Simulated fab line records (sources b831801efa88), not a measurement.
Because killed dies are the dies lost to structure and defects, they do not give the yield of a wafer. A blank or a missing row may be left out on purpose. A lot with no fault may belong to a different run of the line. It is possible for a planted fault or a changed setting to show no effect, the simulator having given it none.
2 desks looking at one fault | flow sky130 | every desk sees just its own numbers, and what lay behind them comes last

== AT THE TOOL OWNER'S DESK: rie_si-01 ==
The tool's own readings at SKY_FIELD_ISO_ETCH_17 (etches Si in HBr/Cl2/O2, target depth 342 nm, time 97.7 s): means of the sampled wafers that have a number, for each lot that ran on this tool. Marked OUT: a lot whose mean sits more than 4 standard deviations from the usual mean, which makes it out of limits; the brackets give that distance.
Columns: A = drypump_motor_current_A at SKY_FIELD_ISO_ETCH_17, usual 5.7 A; B = oes_product_au at SKY_FIELD_ISO_ETCH_17, usual 0.998 a.u.; C = run_length_s at SKY_FIELD_ISO_ETCH_17, usual 126.1 s; D = throttle_valve_pct at SKY_FIELD_ISO_ETCH_17, usual 25.657 %
lot  | first seen here | A   | B     | C                | D
L566 | day 2 20:37     | 6.1 | 1.018 | 126.1            | 25.651
L568 | day 3 10:21     | 5.8 | 1.006 | 126.1            | 25.657
L574 | day 4 15:06     | 5.6 | 0.999 | 126.1            | 25.654
L580 | day 5 22:33     | 5.7 | 0.985 | 126.0            | 25.667
L581 | day 6 05:54     | 5.8 | 1.003 | 125.0            | 25.661
L582 | day 6 10:39     | 6.0 | 1.001 | 125.3            | 25.656
L583 | day 6 13:27     | 5.6 | 0.992 | 124.7 (-4.1) OUT | 25.663
Finding of this desk: L583 out of limits; the first was L583 at day 6 13:27, on run_length_s at SKY_FIELD_ISO_ETCH_17. L566, L568, L574, L580, L581, L582 stayed within limits.

== FROM THE METROLOGY DESK ==
What the gauges read, lot by lot, whatever tool the lot ran on: means of the sampled wafers that have a number. Marked OUT: a lot whose mean sits more than 4 standard deviations from the usual mean, which makes it out of limits; the brackets give that distance.
Columns: A = NWELL_OXIDATION_THK at SKY_NWELL_THK_MEAS_02, usual 9.75 nm; B = NWELL_TW at SKY_NWELL_TW_MEAS_15, usual 1829
lot  | first seen here | A     | B
L563 | day 3 00:20     | 9.61  | 1833
L565 | day 3 04:45     | 10.00 | 1824
L566 | day 3 10:20     | 9.90  | 1840
L567 | day 3 13:17     | 9.80  | 1828
L568 | day 3 17:20     | 9.75  | 1817
L569 | day 3 20:27     | 9.93  | 1806
L570 | day 4 03:02     | 9.59  | 1811
L572 | day 4 10:14     | 9.54  | 1843
L574 | day 4 21:30     | 10.06 | 1831
L575 | day 5 06:25     | 9.72  | 1815
L579 | day 5 22:47     | 9.69  | 1854
L580 | day 6 04:05     | 9.80  | 1849
L581 | day 6 14:54     | 9.89  | 1843
L582 | day 6 21:48     | 9.72  | 1843
L583 | day 6 23:11     | 9.86  | 1834
Finding of this desk: none of the 15 lots has anything out of limits.

== TAKEN TOGETHER ==
At day 6 13:27, on L583, the tool owner's desk was in a position to raise an alarm.
From the metrology desk's view, nothing was out of limits.
The metrology desk holds a record of L583, inside its limits.
Of the lots named, all ran SKY_FIELD_ISO_ETCH_17 on rie_si-01.

== WHAT HAD BEEN PUT IN BY THE SIMULATOR ==
rie_si-01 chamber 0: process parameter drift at SKY_FIELD_ISO_ETCH_17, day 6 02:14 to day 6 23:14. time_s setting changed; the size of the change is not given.
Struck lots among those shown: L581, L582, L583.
How many hours passed from the start of the fault until each desk's first out-of-limits reading: the tool owner's desk, 11.
